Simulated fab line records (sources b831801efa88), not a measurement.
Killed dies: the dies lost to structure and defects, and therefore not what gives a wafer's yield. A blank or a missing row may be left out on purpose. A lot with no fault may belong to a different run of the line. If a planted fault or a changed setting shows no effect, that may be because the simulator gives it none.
Which tool was responsible? :: flow gf180mcu :: 33 wafers sampled from 11 lots at 1 step of a route of 602

== WHAT THE GAUGES READ, wafer by wafer ==
GF_M2_THK_MEAS_06: measures by xrf.
lot: L536
measured: day 18 21:35
on: film metro-04
M2_ALCU_THK (nm): 452 442 448

lot: L540
measured: day 20 01:13
on: film metro-04
M2_ALCU_THK (nm): 444 441 444

lot: L545
measured: day 22 07:50
on: film metro-03
M2_ALCU_THK (nm): 458 454 453

lot: L546
measured: day 22 13:52
on: film metro-03
M2_ALCU_THK (nm): 452 453 448

lot: L547
measured: day 22 23:13
on: film metro-04
M2_ALCU_THK (nm): 450 451 448

lot: L551
measured: day 24 00:27
on: film metro-04
M2_ALCU_THK (nm): 446 449 444

lot: L552
measured: day 24 11:38
on: film metro-01
M2_ALCU_THK (nm): 448 447 448

lot: L553
measured: day 24 15:37
on: film metro-01
M2_ALCU_THK (nm): 442 444 442

lot: L554
measured: day 25 08:21
on: film metro-04
M2_ALCU_THK (nm): 445 449 451

lot: L555
measured: day 25 09:19
on: film metro-04
M2_ALCU_THK (nm): 445 449 444

lot: L557
measured: day 26 00:32
on: film metro-01
M2_ALCU_THK (nm): 445 441 448

== EACH LOT AND THE TOOL THAT RAN IT (in order: tool; ch and the chambers of the sampled wafers; start) ==
The record holds no process step before these readings.

== THE ANSWER, worked out from the rows above alone ==
Rule: the usual values come from the lots themselves. The widest of any qualifying gaps counts: lots, ordered by their means at a reading, are off when they make up no more than a third of the lots, leave a main group of 4 or more, and stand apart from it by 3 or more times the standard deviation of that group's means. If all means in a main group match to the digits the tables above print for the reading, that group is not used. Also off: a lot with no number at a reading for which 4 or more lots have one. The other lots that the step has rows for count as sound.
No lot is off at any reading shown: from this, nothing can be told.

== WHAT THE SIMULATOR HAD INSERTED ==
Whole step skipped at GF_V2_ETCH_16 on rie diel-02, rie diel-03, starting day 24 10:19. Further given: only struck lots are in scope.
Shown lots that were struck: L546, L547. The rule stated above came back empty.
